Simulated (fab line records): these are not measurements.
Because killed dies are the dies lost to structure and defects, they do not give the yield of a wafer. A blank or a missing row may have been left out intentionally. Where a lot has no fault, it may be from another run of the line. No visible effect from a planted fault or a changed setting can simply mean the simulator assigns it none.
Comparing a struck lot with a sound one ; flow sky130 ; 20 steps out of a route of 708
Sound: these wafers, L619.1, L619.4, L619.5. The struck wafers were L620.1, L620.3, L620.4. At the end, the cause is stated.
For every step that has rows: the tool of each side, followed by ch and its chambers, followed by its first start. Under that, the readings that differ: sound wafers ; struck wafers ; difference of the means ; sigmas: that difference in standard deviations of wafers without a fault.
alike: readings with means less than 2 such deviations apart, plus words and numbers identical on both sides. not compared: withheld readings, readings lacking a value on some wafer, bounds such as >300 that could conceal the same value, and numbers that have no deviation in the record and whose values overlap.
Wherever a step has rows on one side only, a row that says differs or no value, or a row with sigmas, the two part there. Non-overlapping numbers with no deviation appear without sigmas and do not part them. A reading that every wafer of one side lacks parts them only if that side has two wafers or more.

first, 4 steps without rows for these wafers: SKY_LDD_HVN_SOFTBAKE_03 (time 60 s); SKY_LDD_HVN_EXPOSE_04 (exposes mask HVNTM, target cd 700 nm); SKY_LDD_HVN_PEB_05; SKY_LDD_HVN_DEVELOP_06 (develop time 60 s).
SKY_LDD_HVN_OVL_MEAS_07:
  sound: overlay-01 at day 23 05:26; struck: overlay-01 at day 23 12:32
  alike: LDD_HVN_OVL
then, 1 step without rows for these wafers: SKY_LDD_HVN_IMPLANT_08.
SKY_LDD_HVN_STRIP_09: strips in O2/N2.
  sound on plasma asher-03 ch 1, day 23 05:37; struck on plasma asher-02 ch 0,1, day 23 12:43
  alike: drypump motor current A, o2 flow sccm, oes product au, strip time to endpoint s
  not compared: rf hours counter h
SKY_LDD_HVN_TW_MEAS_10:
  sound: film metro-02 at day 23 05:43; struck: film metro-01 at day 23 12:49
  alike: LDD_HVN_TW
then, 4 steps without rows for these wafers: SKY_LDD_HVP_DEHYDRATE_00 (time 60 s); SKY_LDD_HVP_HMDS_01 (prime time 60 s); SKY_LDD_HVP_COAT_02 (resist thk 300 nm); SKY_LDD_HVP_SOFTBAKE_03 (time 60 s).
SKY_LDD_HVP_EXPOSE_04: exposes mask HVPTM, target cd 700 nm.
  sound on iline stepper-02 ch 0, day 23 20:59; struck on iline stepper-01 ch 0, day 24 03:17
reading;sound;struck;difference;sigmas
mask;HVPTM#0 HVPTM#0 HVPTM#0;HVNTM#0 HVNTM#0 HVNTM#0;differs;
stage vel mm s (mm/s);500.17 500.06 500.20;499.75 499.60 499.62;-0.49;-2
then, 2 steps without rows for these wafers: SKY_LDD_HVP_PEB_05; SKY_LDD_HVP_DEVELOP_06 (develop time 60 s).
SKY_LDD_HVP_OVL_MEAS_07:
  sound: overlay-02 at day 24 11:21; struck: overlay-01 at day 24 18:37
reading;sound;struck;difference;sigmas
LDD_HVP_OVL (nm);-2.2 -1.2 -1.2;- - -;no value on the struck wafers;
then, 1 step without rows for these wafers: SKY_LDD_HVP_IMPLANT_08.
SKY_LDD_HVP_STRIP_09: strips in O2/N2.
  sound on plasma asher-02 ch 0,1, day 24 11:32; struck on plasma asher-02 ch 0,1, day 24 18:48
reading;sound;struck;difference;sigmas
strip time to endpoint s (s);4.168 4.158 4.154;4.118 4.116 4.113;-0.044;-3
  alike: drypump motor current A, o2 flow sccm, oes product au
  not compared: rf hours counter h
SKY_LDD_HVP_TW_MEAS_10:
  sound: film metro-02 at day 24 11:38; struck: film metro-02 at day 24 19:07
reading;sound;struck;difference;sigmas
LDD_HVP_TW;460 461 460;30 30 30;-430;-96
  not compared: hold
SKY_PAD_OPEN_PROBE_99:
  sound wafers here have rows in the record (prober-02, day 47 18:26); struck ones have none

## WHERE THEY PART
Last at SKY_PAD_OPEN_PROBE_99 as far as this record goes, first at SKY_LDD_HVP_EXPOSE_04.

WHY: what had been put in by the simulator
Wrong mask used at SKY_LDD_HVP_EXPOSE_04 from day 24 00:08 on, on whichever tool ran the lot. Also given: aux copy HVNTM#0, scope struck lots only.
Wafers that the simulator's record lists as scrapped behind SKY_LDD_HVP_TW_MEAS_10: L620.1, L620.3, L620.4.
